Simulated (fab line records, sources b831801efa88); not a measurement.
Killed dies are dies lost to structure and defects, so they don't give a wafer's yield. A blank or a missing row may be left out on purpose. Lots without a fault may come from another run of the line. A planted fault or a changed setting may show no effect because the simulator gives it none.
Which tool did it? | flow sky130 | 12 lots, 36 wafers sampled, at 3 steps of a route of 708

WHAT THE GAUGES READ, wafer by wafer
SKY_LDD_LDN_TW_MEAS_13. Usual: LDD_LDN_TW 1464, standard deviation 8.3.
lot  | measured     | on            | LDD_LDN_TW     | flag
L626 | day 22 10:25 | film_metro-03 | 1480 1484 1488 |
L628 | day 23 10:07 | film_metro-01 | 1462 1467 1465 |
L629 | day 23 13:51 | film_metro-01 | 1463 1467 1469 |
L631 | day 25 00:40 | film_metro-03 | 1466 1468 1467 |
L632 | day 25 12:37 | film_metro-03 | 1466 1471 1462 |
L634 | day 26 06:28 | film_metro-04 | 1464 1461 1469 |
L637 | day 27 10:56 | film_metro-03 | 1560 1550 1548 | OFF
L639 | day 28 01:08 | film_metro-01 | 1563 1556 1555 | OFF
L644 | day 29 14:18 | film_metro-04 | 1470 1456 1462 |
L647 | day 30 03:15 | film_metro-01 | 1470 1460 1464 |
L648 | day 30 05:37 | film_metro-03 | 1457 1458 1460 |
L649 | day 30 18:15 | film_metro-04 | 1457 1454 1470 |

SKY_METAL1_OVL_MEAS_16. Usual: METAL1_OVL 0 nm, standard deviation 6.4.
lot  | measured     | on         | METAL1_OVL (nm) | flag
L626 | day 32 09:47 | overlay-01 | 0 -2 -5         |
L628 | day 33 05:47 | overlay-01 | -6 -1 0         |
L629 | day 33 09:05 | overlay-01 | -6 2 -1         |
L631 | day 34 16:38 | overlay-02 | 3 2 0           |
L632 | day 34 23:11 | overlay-02 | 0 -7 1          |
L634 | day 35 17:30 | overlay-02 | 6 7 5           |
L637 | day 36 18:23 | overlay-02 | -1 6 9          |
L639 | day 37 09:15 | overlay-02 | -1 -4 -8        |
L644 | day 38 20:47 | overlay-02 | 9 10 5          |
L647 | day 39 07:35 | overlay-02 | -4 2 3          |
L648 | day 39 10:59 | overlay-01 | -7 -8 -9        |
L649 | day 39 21:05 | overlay-02 | 5 -11 7         |

WHICH TOOL RAN EACH LOT (tool, then ch and the chambers of the sampled wafers, then the start)
lot  | SKY_LDD_LDN_IMPLANT_10
L626 | implanter-02 ch 0, day 22 10:01
L628 | implanter-01 ch 0, day 23 09:44
L629 | implanter-04 ch 0, day 23 13:27
L631 | implanter-02 ch 0, day 25 00:17
L632 | implanter-02 ch 0, day 25 12:14
L634 | implanter-02 ch 0, day 26 06:05
L637 | implanter-02 ch 0, day 27 09:56
L639 | implanter-01 ch 0, day 28 00:26
L644 | implanter-01 ch 0, day 29 13:54
L647 | implanter-01 ch 0, day 30 02:51
L648 | implanter-04 ch 0, day 30 05:13
L649 | implanter-01 ch 0, day 30 17:51
- SKY_LDD_LDN_IMPLANT_10

WHAT THE TOOLS THEMSELVES READ (means of the sampled wafers that have a number; where no wafer has one, the mark that the record gives instead)
SKY_LDD_LDN_IMPLANT_10. Usual: rotation_deg 202.99 degrees, standard deviation 0.047.
lot  | tool         | rotation_deg (degrees) | flag
L626 | implanter-02 | 203.01                 |
L628 | implanter-01 | 202.93                 |
L629 | implanter-04 | 202.99                 |
L631 | implanter-02 | 202.99                 |
L632 | implanter-02 | 202.98                 |
L634 | implanter-02 | 202.98                 |
L637 | implanter-02 | 202.99                 |
L639 | implanter-01 | 203.03                 |
L644 | implanter-01 | 203.01                 |
L647 | implanter-01 | 202.96                 |
L648 | implanter-04 | 203.01                 |
L649 | implanter-01 | 202.95                 |

THE ANSWER, worked out from the rows above alone
Rule: a lot is off if the mean of its wafers that have a number lies more than 3 standard deviations from the usual mean. A lot without any number at a reading at which 4 lots or more have one is off too. The other lots that the step has rows for count as sound. The gauges are gone through in route order, then the tools' own readings, and for those a lot's mean is taken as printed above. The first step at which some lot is off is used, and at that step the reading that is off furthest; a lot without a number counts as furthest.
Off: L637, L639, at SKY_LDD_LDN_TW_MEAS_13 (LDD_LDN_TW).
A tool fits if, at a process step before that reading, it ran every lot that is off, and no sound lot after the first of them. The gauges at SKY_LDD_LDN_TW_MEAS_13 are tried like those tools. None of those tried fits.

WHAT THE SIMULATOR HAD PUT IN
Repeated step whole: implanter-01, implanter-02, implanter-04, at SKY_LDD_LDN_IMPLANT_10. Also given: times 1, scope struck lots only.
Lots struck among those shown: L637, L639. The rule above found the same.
